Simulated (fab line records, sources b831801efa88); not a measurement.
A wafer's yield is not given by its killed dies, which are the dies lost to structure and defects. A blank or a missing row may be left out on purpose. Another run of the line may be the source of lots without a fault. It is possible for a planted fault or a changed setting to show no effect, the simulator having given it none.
Comparing a struck lot with a sound one | flow gf180mcu | 43 steps out of a route of 602
Sound: the wafers L266.3, L266.4, L266.6. Wafers L275.1, L275.4, L275.6 were the ones struck. At the end, the cause is stated.
At each step with rows: each side's tool, then ch and its chambers, then its first start. Under that, the readings that differ: sound wafers | struck wafers | difference of the means | sigmas: that difference in standard deviations of wafers without a fault.
alike: same words and numbers on both sides, and readings whose means sit less than 2 such deviations apart. not compared: any withheld reading, any reading some wafer has no value for, any bound like >300 that may hide the same value, and any number with overlapping values for which the record gives no deviation.
A row with sigmas, a row that says differs or no value, or rows on one side alone: a step with any of these is where the two part. When numbers do not overlap yet have no deviation, they are printed without sigmas and do not part them. A reading missing from all wafers of one side parts the sides only when that side holds two or more wafers.

first, 2 steps without rows for these wafers: GF_NWELL_IMPLANT_08; GF_NWELL_IMPLANT_09.
GF_NWELL_STRIP_10: strips in O2/N2.
  sound on plasma_asher-04 ch 0,1, day 4 17:31; struck on plasma_asher-01 ch 0,1, day 6 16:01
  alike: drypump_motor_current_A, heater_power_w, oes_product_au, strip_time_to_endpoint_s
  not compared: rf_hours_counter_h
GF_NWELL_TW_MEAS_11:
  sound on film_metro-03 at day 4 17:36; struck on film_metro-04 at day 6 16:07
  alike: NWELL_TW
then, 7 steps without rows for these wafers: GF_LVPWELL_DEHYDRATE_00 (time 60 s); GF_LVPWELL_HMDS_01 (prime time 60 s); GF_LVPWELL_COAT_02 (resist thk 3000 nm); GF_LVPWELL_SOFTBAKE_03; GF_LVPWELL_EXPOSE_04 (exposes mask LVPWELL, target cd 600 nm); GF_LVPWELL_PEB_05; GF_LVPWELL_DEVELOP_06 (develop time 60 s).
GF_LVPWELL_OVL_MEAS_07:
  sound on overlay-01 at day 5 07:15; struck on overlay-01 at day 7 06:26
  alike: LVPWELL_OVL
GF_LVPWELL_IMPLANT_08:
  struck on implanter-03, day 7 06:29; sound on implanter-03 ch 0, day 5 07:20
  no value came back on the struck wafers for beam_energy_keV, beam_on_s (s), implant_ion_amu; on the sound wafers beam_energy_keV reads 169.99 170.01 170.01
following that, these wafers have no rows for 1 step: GF_LVPWELL_IMPLANT_09.
GF_LVPWELL_STRIP_10: strips in O2/N2.
  sound on plasma_asher-03 ch 0,1, day 5 07:37; struck on plasma_asher-03 ch 0,1, day 7 06:47
  alike: drypump_motor_current_A, heater_power_w, oes_product_au, strip_time_to_endpoint_s
  not compared: rf_hours_counter_h
GF_LVPWELL_TW_MEAS_11:
  sound on film_metro-03 at day 5 07:42; struck on film_metro-03 at day 7 06:53
  reading    | sound       | struck      | difference | sigmas
  LVPWELL_TW | 561 566 562 | 344 345 346 | -218       | -44
then, 7 steps without rows for these wafers: GF_MVSD_DEHYDRATE_00 (time 60 s); GF_MVSD_HMDS_01 (prime time 60 s); GF_MVSD_COAT_02 (resist thk 3000 nm); GF_MVSD_SOFTBAKE_03; GF_MVSD_EXPOSE_04 (exposes mask MVSD, target cd 1000 nm); GF_MVSD_PEB_05; GF_MVSD_DEVELOP_06 (develop time 60 s).
GF_MVSD_OVL_MEAS_07:
  sound on overlay-01 at day 5 21:43; struck on overlay-01 at day 7 21:38
  alike: MVSD_OVL
then, 2 steps without rows for these wafers: GF_MVSD_IMPLANT_08; GF_MVSD_IMPLANT_09.
GF_MVSD_STRIP_10: strips in O2/N2.
  sound on plasma_asher-01 ch 0,1, day 5 22:05; struck on plasma_asher-03 ch 0,1, day 7 21:58
  alike: drypump_motor_current_A, heater_power_w, oes_product_au, strip_time_to_endpoint_s
  not compared: rf_hours_counter_h
GF_MVSD_TW_MEAS_11:
  sound on film_metro-03 at day 5 22:10; struck on film_metro-04 at day 7 22:04
  reading | sound          | struck         | difference | sigmas
  MVSD_TW | 1592 1592 1594 | 1564 1562 1552 | -33        | -3
then, 7 steps without rows for these wafers: GF_MVPSD_DEHYDRATE_00 (time 60 s); GF_MVPSD_HMDS_01 (prime time 60 s); GF_MVPSD_COAT_02 (resist thk 3000 nm); GF_MVPSD_SOFTBAKE_03; GF_MVPSD_EXPOSE_04 (exposes mask MVPSD, target cd 1000 nm); GF_MVPSD_PEB_05; GF_MVPSD_DEVELOP_06 (develop time 60 s).
GF_MVPSD_OVL_MEAS_07:
  sound on overlay-01 at day 6 12:45; struck on overlay-02 at day 8 14:26
  alike: MVPSD_OVL
then, 2 steps without rows for these wafers: GF_MVPSD_IMPLANT_08; GF_MVPSD_IMPLANT_09.
GF_MVPSD_STRIP_10: strips in O2/N2.
  sound on plasma_asher-02 ch 0,1, day 6 13:07; struck on plasma_asher-04 ch 0,1, day 8 14:47
  alike: drypump_motor_current_A, heater_power_w, oes_product_au, strip_time_to_endpoint_s
  not compared: rf_hours_counter_h
GF_MVPSD_TW_MEAS_11:
  sound on film_metro-04 at day 6 13:12; struck on film_metro-04 at day 8 14:53
  alike: MVPSD_TW
then, 2 steps without rows for these wafers: GF_VT_IMPLANT_DEHYDRATE_00 (time 60 s); GF_VT_IMPLANT_HMDS_01 (prime time 60 s).
-- the record jumps here: 3 days lie between the struck wafers' starts before and after --
GF_VT_IMPLANT_RS_MEAS_48: measurement is done with a four-point probe.
  sound on film_metro-01 at day 9 05:37; struck on film_metro-01 at day 11 11:53
  reading             | sound                | struck               | difference | sigmas
  LVPWELL_RS (ohm/sq) | 1198.9 1192.3 1196.4 | 3790.5 3797.8 3801.7 | +2600.8    | +99 or more

== WHERE THEY PART ==
At GF_LVPWELL_IMPLANT_08 first; at GF_VT_IMPLANT_RS_MEAS_48 last (within this record only).

WHY: the cause the simulator had injected
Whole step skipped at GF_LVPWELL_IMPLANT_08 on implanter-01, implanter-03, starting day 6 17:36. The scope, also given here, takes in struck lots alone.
